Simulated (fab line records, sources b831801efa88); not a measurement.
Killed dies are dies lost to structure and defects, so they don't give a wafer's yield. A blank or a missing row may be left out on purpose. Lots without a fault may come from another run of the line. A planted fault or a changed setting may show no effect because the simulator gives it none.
Which tool did it? | flow sky130 | 24 lots, 72 wafers sampled, at 6 steps of a route of 708

WHAT THE GAUGES READ, wafer by wafer
SKY_FIELD_ISO_THK_MEAS_25. Usual: FIELD_ISO_CVD_24_THK 596 nm, standard deviation 7.5.
lot  | measured    | on            | FIELD_ISO_CVD_24_THK (nm) | flag
L074 | day 2 10:13 | film_metro-03 | 603 590 605               |
L075 | day 2 12:47 | film_metro-01 | 600 594 594               |
L076 | day 2 17:57 | film_metro-03 | 602 593 604               |
L077 | day 2 22:08 | film_metro-03 | 601 605 599               |
L078 | day 3 02:10 | film_metro-04 | 593 602 598               |
L079 | day 3 11:10 | film_metro-01 | 589 601 597               |
L080 | day 3 14:14 | film_metro-03 | 600 614 613               |
L081 | day 3 17:51 | film_metro-01 | 603 593 589               |
L082 | day 3 23:46 | film_metro-04 | 587 604 591               |
L083 | day 4 05:21 | film_metro-04 | 591 589 613               |
L084 | day 4 11:12 | film_metro-01 | 595 591 589               |
L085 | day 4 18:21 | film_metro-04 | 591 607 598               |
L086 | day 4 22:13 | film_metro-04 | 587 586 597               |
L087 | day 5 03:57 | film_metro-01 | 596 586 589               |
L088 | day 5 07:43 | film_metro-01 | 596 582 585               |
L089 | day 5 12:43 | film_metro-01 | 605 600 600               |
L090 | day 5 18:07 | film_metro-01 | 594 592 598               |
L091 | day 6 00:33 | film_metro-01 | 592 588 585               |
L092 | day 6 04:01 | film_metro-01 | 599 608 589               |
L093 | day 7 16:40 | film_metro-01 | 612 603 596               |
L094 | day 7 16:34 | film_metro-01 | 595 579 593               |
L096 | day 7 16:35 | film_metro-04 | 594 588 603               |
L095 | day 7 16:39 | film_metro-03 | 590 592 601               |
L097 | day 7 16:31 | film_metro-03 | 585 601 588               |

SKY_VT_ADJUST_HVTP_TW_MEAS_11. Usual: VT_ADJUST_HVTP_TW 1354, standard deviation 10.
lot  | measured     | on            | VT_ADJUST_HVTP_TW | flag
L074 | day 6 06:22  | film_metro-02 | 1340 1331 1334    |
L075 | day 6 08:36  | film_metro-04 | 1369 1355 1349    |
L076 | day 6 13:20  | film_metro-03 | 1355 1352 1343    |
L077 | day 6 14:46  | film_metro-03 | 1351 1353 1360    |
L078 | day 6 19:14  | film_metro-03 | 1338 1356 1356    |
L079 | day 7 08:27  | film_metro-04 | 1357 1355 1367    |
L080 | day 7 09:41  | film_metro-04 | 1364 1360 1356    |
L081 | day 7 15:01  | film_metro-02 | 1333 1335 1335    |
L082 | day 7 20:57  | film_metro-02 | 1335 1338 1344    |
L083 | day 8 06:05  | film_metro-03 | 1361 1360 1362    |
L084 | day 8 12:40  | film_metro-04 | 1367 1363 1371    |
L085 | day 8 18:01  | film_metro-04 | 1364 1361 1363    |
L086 | day 9 00:46  | film_metro-04 | 1358 1356 1356    |
L087 | day 9 06:35  | film_metro-04 | 1363 1360 1357    |
L088 | day 9 11:43  | film_metro-04 | 1355 1362 1359    |
L089 | day 9 15:49  | film_metro-04 | 1361 1357 1361    |
L090 | day 9 23:02  | film_metro-04 | 1371 1364 1367    |
L091 | day 10 09:32 | film_metro-03 | 1348 1348 1345    |
L092 | day 10 18:19 | film_metro-03 | 1344 1342 1350    |
L093 | day 12 16:38 | film_metro-03 | 1350 1348 1345    |
L094 | day 12 14:02 | film_metro-04 | 1363 1367 1366    |
L096 | day 12 15:43 | film_metro-04 | 1373 1366 1364    |
L095 | day 12 15:02 | film_metro-03 | 1344 1350 1341    |
L097 | day 12 13:47 | film_metro-03 | 1354 1345 1341    |

SKY_SONOS_ONO_THK_MEAS_01. Usual: SONOS_ONO_OXIDATION_THK 2.59 nm, standard deviation 0.059.
lot  | measured     | on            | SONOS_ONO_OXIDATION_THK (nm) | flag
L074 | day 11 11:18 | film_metro-03 | 2.52 2.58 2.53               |
L075 | day 11 13:44 | film_metro-04 | 2.55 2.54 2.47               |
L076 | day 11 22:44 | film_metro-01 | 2.44 2.60 2.61               |
L077 | day 12 01:14 | film_metro-03 | 2.48 2.55 2.52               |
L078 | day 12 06:13 | film_metro-03 | 2.59 2.59 2.69               |
L079 | day 12 23:49 | film_metro-01 | 2.56 2.58 2.59               |
L080 | day 13 01:46 | film_metro-03 | 2.53 2.54 2.55               |
L081 | day 13 09:42 | film_metro-01 | 2.65 2.63 2.68               |
L082 | day 13 15:23 | film_metro-03 | 2.55 2.49 2.56               |
L083 | day 14 01:46 | film_metro-01 | 2.64 2.56 2.58               |
L084 | day 14 12:23 | film_metro-01 | 2.49 2.60 2.56               |
L085 | day 14 17:32 | film_metro-01 | 2.62 2.55 2.61               |
L086 | day 15 03:01 | film_metro-01 | 2.55 2.47 2.54               |
L087 | day 15 09:53 | film_metro-03 | 2.52 2.57 2.57               |
L088 | day 15 19:24 | film_metro-01 | 2.64 2.63 2.56               |
L089 | day 15 22:31 | film_metro-01 | 2.66 2.60 2.67               |
L090 | day 16 08:17 | film_metro-01 | 2.62 2.65 2.58               |
L091 | day 16 20:41 | film_metro-04 | 2.67 2.67 2.69               |
L092 | day 17 08:11 | film_metro-01 | 2.62 2.65 2.71               |
L093 | day 19 19:26 | film_metro-01 | 2.60 2.61 2.59               |
L094 | day 19 16:56 | film_metro-01 | 2.58 2.53 2.61               |
L096 | day 19 19:26 | film_metro-03 | 2.59 2.60 2.60               |
L095 | day 19 19:26 | film_metro-04 | 2.58 2.51 2.56               |
L097 | day 19 14:16 | film_metro-04 | 2.67 2.71 2.65               |

SKY_POLY_CUT_OVL_MEAS_09. Usual: POLY_CUT_OVL 4 nm, standard deviation 4.7.
lot  | measured     | on         | POLY_CUT_OVL (nm) | flag
L074 | day 23 20:58 | overlay-01 | 6 7 4             |
L075 | day 24 04:51 | overlay-01 | -1 -2 2           |
L076 | day 24 08:51 | overlay-02 | 1 8 1             |
L077 | day 24 21:55 | overlay-01 | 2 -7 -4           |
L078 | day 25 06:49 | overlay-01 | 8 6 -2            |
L079 | day 25 23:54 | overlay-01 | 3 10 3            |
L080 | day 26 00:14 | overlay-01 | 4 3 6             |
L081 | day 26 09:07 | overlay-02 | 7 2 2             |
L082 | day 26 17:21 | overlay-02 | 6 1 4             |
L083 | day 27 06:47 | overlay-02 | 10 6 3            |
L084 | day 27 18:44 | overlay-01 | 14 13 3           |
L085 | day 27 20:50 | overlay-02 | 1 5 4             |
L086 | day 28 04:10 | overlay-02 | -1 0 -5           |
L087 | day 28 10:06 | overlay-01 | -1 1 4            |
L088 | day 28 20:20 | overlay-02 | -4 2 4            |
L089 | day 29 07:46 | overlay-02 | 8 6 3             |
L090 | day 29 11:32 | overlay-02 | 11 7 7            |
L091 | day 30 00:19 | overlay-02 | 1 8 6             |
L092 | day 30 15:49 | overlay-01 | 4 5 12            |
L093 | day 32 12:37 | overlay-02 | 13 -2 7           |
L094 | day 32 09:54 | overlay-02 | 7 6 10            |
L096 | day 32 17:52 | overlay-01 | 6 2 4             |
L095 | day 32 11:15 | overlay-01 | 9 11 5            |
L097 | day 32 10:14 | overlay-01 | -5 -1 0           |

WHICH TOOL RAN EACH LOT (tool, then ch and the chambers of the sampled wafers, then the start)
lot  | SKY_FIELD_ISO_ETCH_17           | SKY_VT_ADJUST_HVTP_STRIP_10
L074 | rie_si-01 ch 1,2, day 2 07:10   | plasma_asher-03 ch 0,1, day 6 06:17
L075 | rie_si-02 ch 1,2, day 2 10:05   | plasma_asher-03 ch 0,1, day 6 08:31
L076 | rie_si-01 ch 0,1, day 2 14:37   | plasma_asher-04 ch 0,1, day 6 13:14
L077 | rie_si-01 ch 0,2,3, day 2 20:29 | plasma_asher-04 ch 0,1, day 6 14:40
L078 | rie_si-02 ch 0,1,2, day 3 00:31 | plasma_asher-03 ch 0,1, day 6 19:08
L079 | rie_si-01 ch 1,2, day 3 07:01   | plasma_asher-02 ch 0,1, day 7 08:20
L080 | rie_si-02 ch 1,2,3, day 3 12:34 | plasma_asher-04 ch 0,1, day 7 09:35
L081 | rie_si-01 ch 0,2,3, day 3 16:10 | plasma_asher-02 ch 0,1, day 7 14:56
L082 | rie_si-01 ch 0,1,2, day 3 22:05 | plasma_asher-02 ch 0,1, day 7 20:52
L083 | rie_si-02 ch 0,1,3, day 4 03:16 | plasma_asher-04 ch 0,1, day 8 05:59
L084 | rie_si-01 ch 0,1,2, day 4 09:17 | plasma_asher-04 ch 0,1, day 8 12:34
L085 | rie_si-02 ch 0,1,3, day 4 13:53 | plasma_asher-04 ch 0,1, day 8 17:55
L086 | rie_si-02 ch 0,1,2, day 4 20:31 | plasma_asher-02 ch 0,1, day 9 00:40
L087 | rie_si-02 ch 0,1,2, day 5 02:19 | plasma_asher-04 ch 0, day 9 06:29
L088 | rie_si-01 ch 0,1,3, day 5 05:11 | plasma_asher-04 ch 0,1, day 9 11:37
L089 | rie_si-02 ch 0,1, day 5 11:04   | plasma_asher-02 ch 0,1, day 9 15:43
L090 | rie_si-01 ch 0,3, day 5 16:26   | plasma_asher-02 ch 1, day 9 22:56
L091 | rie_si-01 ch 0,2,3, day 5 22:25 | plasma_asher-03 ch 0,1, day 10 09:26
L092 | rie_si-02 ch 2,3, day 6 02:20   | plasma_asher-03 ch 0,1, day 10 18:13
L093 | rie_si-01 ch 1,2, day 7 13:20   | plasma_asher-04 ch 0,1, day 12 16:32
L094 | rie_si-02 ch 0,1, day 7 13:43   | plasma_asher-03 ch 0,1, day 12 13:56
L096 | rie_si-01 ch 0,2,3, day 7 14:02 | plasma_asher-03 ch 0,1, day 12 15:37
L095 | rie_si-02 ch 0,1,3, day 7 14:19 | plasma_asher-03 ch 0,1, day 12 14:56
L097 | rie_si-01 ch 0,1,2, day 7 14:37 | plasma_asher-04 ch 0,1, day 12 13:41
- SKY_FIELD_ISO_ETCH_17: etches Si in HBr/Cl2/O2, target depth 342 nm, time 97.7 s.
- SKY_VT_ADJUST_HVTP_STRIP_10: strips in O2/N2.

WHAT THE TOOLS THEMSELVES READ (means of the sampled wafers that have a number; where no wafer has one, the mark that the record gives instead)
SKY_FIELD_ISO_ETCH_17. Usual: drypump_motor_current_A 6.1 A, standard deviation 0.38; oes_product_au 0.993 a.u., standard deviation 0.015; rf_fwd_power_W 596.5 W, standard deviation 2.4; throttle_valve_pct 25.660 %, standard deviation 0.014.
lot  | tool      | drypump_motor_current_A (A) | oes_product_au (a.u.) | rf_fwd_power_W (W) | throttle_valve_pct (%) | flag
L074 | rie_si-01 | 6.4                         | 0.997                 | 596.1              | 25.653                 |
L075 | rie_si-02 | 5.7                         | 0.997                 | 596.6              | 25.656                 |
L076 | rie_si-01 | 6.3                         | 1.005                 | 595.1              | 25.646                 |
L077 | rie_si-01 | 6.3                         | 0.989                 | 596.7              | 25.669                 |
L078 | rie_si-02 | 5.7                         | 1.002                 | 595.7              | 25.659                 |
L079 | rie_si-01 | 6.5                         | 0.978                 | 593.6              | 25.664                 |
L080 | rie_si-02 | 5.7                         | 0.985                 | 596.2              | 25.677                 |
L081 | rie_si-01 | 6.3                         | 0.976                 | 596.1              | 25.672                 |
L082 | rie_si-01 | 6.3                         | 0.983                 | 595.4              | 25.674                 |
L083 | rie_si-02 | 6.0                         | 1.000                 | 597.9              | 25.649                 |
L084 | rie_si-01 | 6.3                         | 0.989                 | 597.3              | 25.642                 |
L085 | rie_si-02 | 6.0                         | 0.994                 | 596.7              | 25.668                 |
L086 | rie_si-02 | 5.8                         | 0.990                 | 596.9              | 25.664                 |
L087 | rie_si-02 | 5.8                         | 0.997                 | 596.0              | 25.653                 |
L088 | rie_si-01 | 6.2                         | 0.997                 | 597.9              | 25.656                 |
L089 | rie_si-02 | 6.1                         | 0.987                 | 597.0              | 25.662                 |
L090 | rie_si-01 | 6.2                         | 0.998                 | 597.4              | 25.655                 |
L091 | rie_si-01 | 6.2                         | 0.980                 | 597.6              | 25.674                 |
L092 | rie_si-02 | 5.5                         | 0.997                 | 597.4              | 25.667                 |
L093 | rie_si-01 | 6.4                         | 0.991                 | 594.7              | 25.660                 |
L094 | rie_si-02 | 6.0                         | 1.004                 | 595.0              | 25.652                 |
L096 | rie_si-01 | 6.2                         | 0.975                 | 596.2              | 25.672                 |
L095 | rie_si-02 | 6.0                         | 0.996                 | 598.3              | 25.661                 |
L097 | rie_si-01 | 6.3                         | 0.988                 | 596.6              | 25.657                 |

SKY_VT_ADJUST_HVTP_STRIP_10. Usual: drypump_motor_current_A 6.0 A, standard deviation 0.61; n2_flow_sccm 300.0 sccm, standard deviation 0.86; oes_product_au 0.716 a.u., standard deviation 0.0044; strip_time_to_endpoint_s 14.19 s, standard deviation 0.04.
lot  | tool            | drypump_motor_current_A (A) | n2_flow_sccm (sccm) | oes_product_au (a.u.) | strip_time_to_endpoint_s (s) | flag
L074 | plasma_asher-03 | 5.9                         | 299.8               | 0.712                 | 14.17                        |
L075 | plasma_asher-03 | 5.9                         | 300.5               | 0.717                 | 14.22                        |
L076 | plasma_asher-04 | 6.1                         | 300.1               | 0.713                 | 14.21                        |
L077 | plasma_asher-04 | 5.7                         | 299.8               | 0.715                 | 14.17                        |
L078 | plasma_asher-03 | 6.2                         | 300.4               | 0.715                 | 14.22                        |
L079 | plasma_asher-02 | 5.6                         | 300.1               | 0.717                 | 14.15                        |
L080 | plasma_asher-04 | 5.8                         | 299.5               | 0.715                 | 14.24                        |
L081 | plasma_asher-02 | 6.1                         | 299.6               | 0.720                 | 14.21                        |
L082 | plasma_asher-02 | 6.1                         | 299.8               | 0.715                 | 14.18                        |
L083 | plasma_asher-04 | 5.7                         | 300.2               | 0.715                 | 14.21                        |
L084 | plasma_asher-04 | 5.7                         | 300.0               | 0.716                 | 14.16                        |
L085 | plasma_asher-04 | 5.7                         | 300.1               | 0.717                 | 14.26                        |
L086 | plasma_asher-02 | 6.1                         | 300.4               | 0.717                 | 14.18                        |
L087 | plasma_asher-04 | 6.5                         | 300.7               | 0.713                 | 14.19                        |
L088 | plasma_asher-04 | 5.8                         | 299.8               | 0.718                 | 14.13                        |
L089 | plasma_asher-02 | 5.7                         | 300.2               | 0.718                 | 14.27                        |
L090 | plasma_asher-02 | 6.5                         | 298.9               | 0.718                 | 14.22                        |
L091 | plasma_asher-03 | 6.3                         | 300.3               | 0.710                 | 14.20                        |
L092 | plasma_asher-03 | 5.9                         | 299.6               | 0.714                 | 14.17                        |
L093 | plasma_asher-04 | 5.7                         | 299.0               | 0.717                 | 14.23                        |
L094 | plasma_asher-03 | 5.8                         | 300.2               | 0.716                 | 14.22                        |
L096 | plasma_asher-03 | 5.9                         | 299.6               | 0.717                 | 14.14                        |
L095 | plasma_asher-03 | 6.3                         | 299.8               | 0.718                 | 14.17                        |
L097 | plasma_asher-04 | 5.7                         | 299.7               | 0.714                 | 14.19                        |

THE ANSWER, worked out from the rows above alone
Rule: a lot is off if the mean of its wafers that have a number lies more than 3 standard deviations from the usual mean. A lot without any number at a reading at which 4 lots or more have one is off too. The other lots that the step has rows for count as sound. The gauges are gone through in route order, then the tools' own readings, and for those a lot's mean is taken as printed above. The first step at which some lot is off is used, and at that step the reading that is off furthest; a lot without a number counts as furthest.
No lot is off at any reading shown: from this, nothing can be told.

WHAT THE SIMULATOR HAD PUT IN
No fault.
